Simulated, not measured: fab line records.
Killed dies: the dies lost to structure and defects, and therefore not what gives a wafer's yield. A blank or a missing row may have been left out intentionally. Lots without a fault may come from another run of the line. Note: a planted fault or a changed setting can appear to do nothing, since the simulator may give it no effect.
fab line records	flow sky130
[record] lots = 11	wafers = 33	lastDay = 50
route steps=708 shown VT_ADJUST_HVTR@141 SONOS_ONO@181 GATE_OXIDE@197 POLY_GATE@204 PAD_OPEN@708
lots that met no fault: from a run of the same line without faults
startH: the number of hours between the record's first day and the start of the first shown wafer of the lot	waitH: time in hours since the lot's previous step	" identical to the entry in the row above	L1.1+2: a single row standing in for several wafers	- no value, or no start given	* or withheld: withheld	< > ~ a bound
route shown NAME@n: names a module that has steps shown in the file, with the first one's number in the route	usual: average and standard deviation across the fault-free wafers	same: alike in all rows	chamber/n: place in a boat	sites: the reading at each site	_std_site: their standard deviation	_edge_site: the outer-site mean with the inner-site mean subtracted	radiusMm: for every site, how far away it sits from the centre of the wafer	mask NAME#n: copy n	behind: the last tool/chamber to shape the wafer	hold: cause of the lot's hold/its duration in hours/its outcome	device: the n, p or np transistor that did not switch	end of line: the same wafers' tests at the end of the route	where a step has no rows: the recipe by itself	killed: dies that structure and defects cost at the first sort, which is not the same as the wafer's yield	map: dies across one wafer; x = killed, . = not, _ = none there
set.NAME: the setting the step ran with; set.NAME@STEP: the setting that earlier step ran with	model.NAME: the simulator's own value behind a step, which no gauge read
one table for each step of the route and one row for each wafer, over a sample of lots
services: from which hour (startH, from the record's first day; less than 0 if before it) a tool's chamber was out of use, for how many hours, and why
[[steps]]
[step SKY_VT_ADJUST_HVTR_STRIP_10]
[recipe] chemistry = O2/N2	powerW = 1400	pressureMtorr = 1500	platenTempC = withheld	o2FlowSccm = 3000	n2FlowSccm = 300	overashFraction = 0.5
[usual] drypumpMotorCurrentA = 5.6/0.32	oesProductAu = 0.715/0.0047	stripTimeToEndpointS = 14.18/0.042
lot.wafer	tool	chamber	startH	waitH	drypumpMotorCurrentA	oesProductAu	rfHoursCounterH	stripTimeToEndpointS
L397.2	plasmaAsher-03	1	222.34	0.1	5.7	0.711	50	14.19
L397.3	"	0	"	"	5.2	0.713	-	14.22
L397.5	"	1	"	"	5.7	0.715	-	14.23
L398.1	plasmaAsher-04	1	226.84	0.1	5.8	0.711	43	14.23
L398.4	"	1	"	"	5.8	0.725	-	14.18
L398.5	"	1	"	"	5.8	0.716	-	14.14
L399.1	plasmaAsher-02	0	232.49	0.1	5.6	0.718	11	14.21
L399.2	"	1	"	"	5.5	0.720	11	14.25
L399.5	"	1	"	"	5.5	0.724	-	14.25
L400.1	plasmaAsher-02	0	241.04	0.1	5.7	0.714	12	14.19
L400.2	"	1	"	"	5.5	0.715	12	14.16
L400.6	"	0	"	"	5.6	0.718	-	14.14
L402.1	plasmaAsher-03	0	258.17	0.1	5.1	0.717	53	14.24
L402.4	"	1	"	"	5.7	0.712	-	14.20
L402.6	"	0	"	"	5.1	0.720	-	14.22
L403.3	plasmaAsher-04	0	262.85	0.1	6.2	0.720	-	14.16
L403.5	"	0	"	"	6.2	0.713	-	14.14
L403.6	"	1	"	"	5.8	0.714	-	14.11
L412.1	plasmaAsher-03	0	329.41	0.1	5.1	0.707	60	14.16
L412.3	"	1	"	"	5.7	0.716	-	14.19
L412.4	"	0	"	"	5.2	0.715	-	14.18
L414.1	plasmaAsher-04	0	344.83	0.1	6.2	0.716	54	14.20
L414.2	"	1	"	"	5.8	0.715	54	14.15
L414.4	"	1	"	"	5.8	0.711	-	14.13
L416.3	plasmaAsher-03	1	356.11	0.1	5.7	0.706	-	14.21
L416.4	"	0	"	"	5.2	0.714	-	14.21
L416.5	"	1	"	"	5.7	0.723	-	14.19
L417.3	plasmaAsher-02	1	376.89	0.1	5.5	0.713	-	14.15
L417.4	"	0	"	"	5.6	0.716	-	14.07
L417.5	"	1	"	"	5.5	0.721	-	14.13
L418.2	plasmaAsher-03	0	379.19	0.1	5.2	0.714	65	14.19
L418.3	"	0	"	"	5.1	0.708	-	14.15
L418.4	"	1	"	"	5.7	0.715	-	14.13
[step SKY_SONOS_ONO_CD_MEAS_13]
[recipe] targetCdNm = 410
[usual] cdNm = 408.9/2.3
lot.wafer	tool	chamber	startH	waitH	cdNm
L397.2	cdSem-01	-	300.14	0.1	410.3
L397.3	"	-	"	"	411.6
L397.5	"	-	"	"	409.9
L398.1	cdSem-02	-	303.52	0.1	408.9
L398.4	"	-	"	"	409.0
L398.5	"	-	"	"	409.5
L399.1	cdSem-02	-	309.32	0.1	410.8
L399.2	"	-	"	"	409.5
L399.5	"	-	"	"	411.7
L400.1	cdSem-02	-	319.83	0.1	408.3
L400.2	"	-	"	"	409.1
L400.6	"	-	"	"	407.8
L402.1	cdSem-02	-	338.41	0.1	412.6
L402.4	"	-	"	"	413.2
L402.6	"	-	"	"	412.4
L403.3	cdSem-02	-	344.75	0.1	408.7
L403.5	"	-	"	"	410.5
L403.6	"	-	"	"	412.5
L412.1	cdSem-01	-	432.47	0.1	411.9
L412.3	"	-	"	"	411.9
L412.4	"	-	"	"	412.4
L414.1	cdSem-01	-	437.76	0.1	410.4
L414.2	"	-	"	"	410.6
L414.4	"	-	"	"	410.2
L417.3	cdSem-02	-	469.70	0.1	407.0
L417.4	"	-	"	"	406.3
L417.5	"	-	"	"	409.3
L416.3	cdSem-02	-	470.60	0.1	406.8
L416.4	"	-	"	"	405.0
L416.5	"	-	"	"	405.0
L418.2	cdSem-01	-	475.89	0.1	408.9
L418.3	"	-	"	"	407.8
L418.4	"	-	"	"	411.4
[step SKY_GATE_OXIDE_OVL_MEAS_10]
[usual] GATE_OXIDE_OVL = -1.8/1.7
lot.wafer	tool	chamber	startH	waitH	GATE_OXIDE_OVL[nm]
L397.2	overlay-01	-	328.22	0.1	-4.3
L397.3	"	-	"	"	-2.6
L397.5	"	-	"	"	-3.2
L398.1	overlay-01	-	332.11	0.1	0.8
L398.4	"	-	"	"	0.0
L398.5	"	-	"	"	-0.3
L399.1	overlay-01	-	337.85	0.1	-5.8
L399.2	"	-	"	"	-3.7
L399.5	"	-	"	"	-5.3
L400.1	overlay-02	-	351.65	0.1	-2.4
L400.2	"	-	"	"	-1.8
L400.6	"	-	"	"	-2.3
L402.1	overlay-01	-	368.71	0.1	-2.3
L402.4	"	-	"	"	-1.6
L402.6	"	-	"	"	-0.1
L403.3	overlay-01	-	375.57	0.1	-1.8
L403.5	"	-	"	"	-4.2
L403.6	"	-	"	"	-4.0
L412.1	overlay-02	-	465.70	0.1	0.5
L412.3	"	-	"	"	-0.7
L412.4	"	-	"	"	-2.5
L414.1	overlay-02	-	470.90	0.1	0.1
L414.2	"	-	"	"	-0.1
L414.4	"	-	"	"	0.5
L417.3	overlay-01	-	501.79	0.1	-1.5
L417.4	"	-	"	"	-0.2
L417.5	"	-	"	"	-0.4
L416.3	overlay-02	-	503.94	0.1	0.5
L416.4	"	-	"	"	-2.5
L416.5	"	-	"	"	-0.7
L418.2	overlay-01	-	510.36	0.1	-2.8
L418.3	"	-	"	"	-0.1
L418.4	"	-	"	"	-0.9
[step SKY_POLY_GATE_CVD_00]
[recipe] material = poly-Si	targetThkNm = 180	tempC = 620	timeS = 720	pressureMtorr = 200
lot.wafer	tool	chamber	startH	waitH
L397.2+3+5	lpcvd-01	0	332.20	0.0
L398.1+4+5	lpcvd-01	1	335.24	0.0
L399.1+2+5	lpcvd-01	1	340.87	0.0
L400.1+2+6	lpcvd-01	0	354.13	0.0
L402.1+4+6	lpcvd-01	1	370.92	0.0
L403.3+5+6	lpcvd-01	1	377.60	0.0
L412.1+3+4	lpcvd-01	0	468.97	0.0
L414.1+2+4	lpcvd-01	1	473.97	0.0
L417.3+4+5	lpcvd-01	0	504.71	0.8
L416.3+4+5	lpcvd-01	0	505.97	0.0
L418.2+3+4	lpcvd-01	0	512.38	0.0
[step SKY_POLY_GATE_THK_MEAS_01]
[recipe] reads = poly-Si_of_POLY_GATE_CVD_00
[usual] POLY_GATE_CVD_00_THK = 181.1/1.5
lot.wafer	tool	chamber	startH	waitH	hold	POLY_GATE_CVD_00_THK[nm]
L397.2	filmMetro-04	-	334.01	0.0	-	182.6
L397.3	"	-	"	"	-	182.6
L397.5	"	-	"	"	-	182.2
L398.1	filmMetro-03	-	337.04	0.0	-	182.7
L398.4	"	-	"	"	-	182.1
L398.5	"	-	"	"	-	181.1
L399.1	filmMetro-03	-	342.67	0.0	-	182.2
L399.2	"	-	"	"	-	183.5
L399.5	"	-	"	"	-	182.1
L400.1	filmMetro-04	-	355.33	0.0	-	181.5
L400.2	"	-	"	"	-	181.2
L400.6	"	-	"	"	-	181.7
L402.1	filmMetro-02	-	372.12	0.0	-	180.3
L402.4	"	-	"	"	-	179.5
L402.6	"	-	"	"	-	180.3
L403.3	filmMetro-02	-	378.82	0.0	awaitDispo/0.2h/release	138.7
L403.5	"	-	"	"	awaitDispo/0.2h/release	139.4
L403.6	"	-	"	"	awaitDispo/0.2h/release	139.4
L403.3	filmMetro-02	-	379.12	0.3	-	138.7
L403.5	"	-	"	"	-	139.2
L403.6	"	-	"	"	-	139.4
L412.1	filmMetro-03	-	470.17	0.0	-	180.6
L412.3	"	-	"	"	-	183.3
L412.4	"	-	"	"	-	183.1
L414.1	filmMetro-03	-	475.17	0.0	-	182.6
L414.2	"	-	"	"	-	182.5
L414.4	"	-	"	"	-	182.0
L417.3	filmMetro-03	-	505.93	0.0	-	182.3
L417.4	"	-	"	"	-	183.5
L417.5	"	-	"	"	-	183.1
L416.3	filmMetro-02	-	507.19	0.0	-	182.6
L416.4	"	-	"	"	-	180.2
L416.5	"	-	"	"	-	181.9
L418.2	filmMetro-03	-	513.59	0.0	-	183.7
L418.3	"	-	"	"	-	183.1
L418.4	"	-	"	"	-	182.5
[step SKY_POLY_GATE_ETCH_17]
[recipe] targetDepthNm = 180	stopOn = SiO2	overEtchFrac = 0.56667	chemistry = HBr/Cl2	target = poly-Si	icpW = 400	biasW = 100	pressureMtorr = 10	HBr_flow_sccm = 150	Cl2_flow_sccm = 50	timeS = 70.5
[usual] drypumpMotorCurrentA = 5.9/0.45	oesProductAu = 0.990/0.0077	rfFwdPowerW = 396.9/1.3	throttleValvePct = 33.685/0.0091
lot.wafer	tool	chamber	startH	waitH	drypumpMotorCurrentA	oesProductAu	rfFwdPowerW	rfHoursCounterH	throttleValvePct
L397.2	rieSi-02	0	389.11	0.0	5.1	0.983	395.5	18	33.680
L397.3	"	2	"	"	5.9	1.004	395.9	1	33.671
L397.5	"	0	"	"	5.2	0.990	396.9	-	33.678
L398.1	rieSi-02	0	394.55	0.0	5.2	0.975	394.0	18	33.685
L398.4	"	2	"	"	5.9	0.998	397.2	1	33.681
L398.5	"	2	"	"	5.8	0.992	396.8	-	33.670
L399.1	rieSi-02	3	401.41	0.0	6.3	1.002	398.5	39	33.670
L399.2	"	1	"	"	5.2	1.007	397.8	49	33.688
L399.5	"	0	"	"	5.2	0.989	394.8	-	33.683
L400.1	rieSi-02	3	429.61	0.0	6.3	1.000	397.3	39	33.685
L400.2	"	0	"	"	5.2	0.985	394.8	18	33.681
L400.6	"	1	"	"	5.2	0.992	397.3	-	33.694
L402.1	rieSi-01	0	434.85	0.0	6.4	0.984	394.8	57	33.691
L402.4	"	1	"	"	6.0	0.987	396.1	19	33.697
L402.6	"	0	"	"	6.4	0.978	396.6	-	33.669
L403.3	rieSi-01	3	440.86	0.0	6.2	0.821	395.5	50	33.670
L403.5	"	3	"	"	6.2	0.823	398.7	-	33.690
L403.6	"	0	"	"	6.4	0.836	395.9	-	33.678
L412.1	rieSi-01	0	534.24	0.0	6.3	0.988	397.5	0	33.694
L412.3	"	2	"	"	6.3	1.005	399.6	4	33.674
L412.4	"	0	"	"	6.3	0.993	396.5	-	33.675
L414.1	rieSi-02	0	537.35	0.0	5.2	1.001	396.0	19	33.678
L414.2	"	3	"	"	6.3	0.998	398.1	39	33.691
L414.4	"	3	"	"	6.3	0.996	398.7	-	33.691
L417.3	rieSi-02	0	567.91	0.0	5.2	0.990	397.7	19	33.685
L417.4	"	0	"	"	5.2	0.993	395.0	-	33.683
L417.5	"	1	"	"	5.2	0.994	397.8	-	33.683
L416.3	rieSi-01	2	570.01	0.0	6.3	0.991	396.2	4	33.680
L416.4	"	0	"	"	6.4	0.989	395.6	0	33.677
L416.5	"	2	"	"	6.2	0.989	397.9	-	33.692
L418.2	rieSi-02	0	577.64	0.0	5.2	0.991	395.9	19	33.697
L418.3	"	1	"	"	5.2	1.004	397.0	0	33.698
L418.4	"	0	"	"	5.2	0.987	396.2	-	33.692
[step SKY_PAD_OPEN_PROBE_99]
[usual] killed_at_M0_to_M3 = 43/7	killed_at_M4_up = 3.3/1.8	killedAtContacts = 24/6.2	killedAtFrontEnd = 16/4.7	killedAtOther = 0.4/0.58	killedDies = 87/10	killedOpen = 47/6.4	killedShort = 39/7
[same] grossDies = 492	killedAtBackSide = 0
lot.wafer	tool	chamber	startH	waitH	killed_at_M0_to_M3	killed_at_M4_up	killedAtContacts	killedAtFrontEnd	killedAtOther	killedDies	killedOpen	killedShort
L403.3	prober-01	-	1123.50	0.2	43	1	26	20	2	92	55	36
L403.5	prober-01	-	1123.60	0.2	38	3	26	10	0	77	34	43
L403.6	prober-01	-	1123.65	0.2	31	3	37	15	0	86	54	32
L414.1	prober-02	-	1184.08	0.1	31	3	21	16	2	73	39	33
L414.2	prober-02	-	1184.13	0.1	37	4	25	20	0	86	48	38
L414.4	prober-02	-	1184.23	0.2	52	5	22	16	0	95	55	40
// killed by level:class
L403.3 FIELD_ISO:geometricParticle:open=10 VIA1:geometricParticle:open=10 CONTACT:geometricParticle:open=8 VIA3:geometricParticle:open=8 LI_CONTACT:geometricParticle:open=6 METAL1:geometricParticle:short=5 CONTACT:geometricParticle:short=5 LI_CONTACT:geometricParticle:short=4
L403.5 LI_CONTACT:geometricParticle:short=8 LI_CONTACT:geometricParticle:open=6 METAL1:geometricParticle:short=6 CONTACT:geometricParticle:open=6 VIA1:geometricParticle:open=5 VIA2:geometricParticle:short=5 METAL3:geometricParticle:short=5 VIA3:geometricParticle:open=5
L403.6 CONTACT:geometricParticle:open=21 VIA3:geometricParticle:open=8 FIELD_ISO:geometricParticle:open=5 LI_CONTACT:geometricParticle:open=5 CONTACT:geometricParticle:short=5 VIA1:geometricParticle:short=5 FIELD_ISO:geometricParticle:short=4 VIA2:geometricParticle:open=4
L414.1 CONTACT:geometricParticle:open=10 LI_CONTACT:geometricParticle:open=6 METAL2:geometricParticle:short=6 POLY_GATE:geometricParticle:short=5 FIELD_ISO:geometricParticle:open=4 LI_CONTACT:geometricParticle:short=4 VIA3:geometricParticle:open=4 VIA1:geometricParticle:open=4
L414.2 VIA1:geometricParticle:open=11 CONTACT:geometricParticle:short=7 CONTACT:geometricParticle:open=7 FIELD_ISO:geometricParticle:open=6 LI_CONTACT:geometricParticle:open=6 FIELD_ISO:geometricParticle:short=5 VIA1:geometricParticle:short=4 METAL2:geometricParticle:short=4
L414.4 VIA1:geometricParticle:open=18 CONTACT:geometricParticle:open=13 VIA2:geometricParticle:open=7 METAL2:geometricParticle:short=6 POLY_GATE:geometricParticle:short=6 POLY_GATE:geometricParticle:open=5 VIA1:geometricParticle:short=5 FIELD_ISO:geometricParticle:short=4
[[services]]
tool	chamber	startH	hours	kind
plasmaAsher-02	-	206.19	2.4	repair
rieSi-01	-	212.26	14.6	pm
rieSi-01	-	232.54	0.5	repair
plasmaAsher-02	-	257.34	12.0	repair
plasmaAsher-02	-	258.78	7.4	repair
rieSi-02	2	264.36	-	clean
rieSi-02	2	264.36	12.9	scheduledDown
rieSi-02	2	264.36	12.9	ventCycle
plasmaAsher-02	-	317.75	1.2	repair
plasmaAsher-03	-	338.38	0.4	repair
plasmaAsher-02	-	364.09	1.0	repair
plasmaAsher-02	-	382.40	2.8	pm
plasmaAsher-03	-	402.84	3.4	repair
plasmaAsher-04	-	440.78	1.6	repair
rieSi-01	2	457.54	4.0	repair
lpcvd-01	-	499.63	0.9	repair
rieSi-02	1	518.49	22.5	repair
rieSi-01	-	518.70	0.6	repair
rieSi-02	1	540.96	-	clean
rieSi-02	1	540.96	24.2	scheduledDown
rieSi-02	1	540.96	24.2	ventCycle
rieSi-02	-	548.40	2.8	pm
plasmaAsher-04	-	557.40	2.8	pm
rieSi-01	1	564.57	4.2	repair
[[key]]
[firstSign] step = SKY_POLY_GATE_THK_MEAS_01	reading = visit	direction = added
[effect] step = SKY_POLY_GATE_THK_MEAS_01	reading = POLY_GATE_CVD_00_THK	direction = down	sigmas = 28	usual = 181.1	struck = 139.2
[effect] step = SKY_POLY_GATE_ETCH_17	reading = oesProductAu	direction = down	sigmas = 21	usual = 0.990	struck = 0.827
metAt SKY_POLY_GATE_CVD_00
struckLots L403
struckWafers L403.3,L403.5,L403.6
testerLeftOut L403
notActingAt SKY_VT_ADJUST_HVTR_STRIP_10,SKY_SONOS_ONO_CD_MEAS_13,SKY_GATE_OXIDE_OVL_MEAS_10
onsetBetween 370.92 377.60
[fault] kind = processParameterDrift	tool = lpcvd-01	chamber = 1	onsetH = 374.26	steps = SKY_POLY_GATE_CVD_00	channel = targetThkNm	offset = -42.753	shape = step	endH = 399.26	stated = 180
// testerLeftOut: of these lots the tester's yield and bins aren't shown, on N5 and GAA mostly nor the transistor test; their killed dies are dies lost to structure and defects alone, not to doping, threshold or leakage, so they don't give the yield
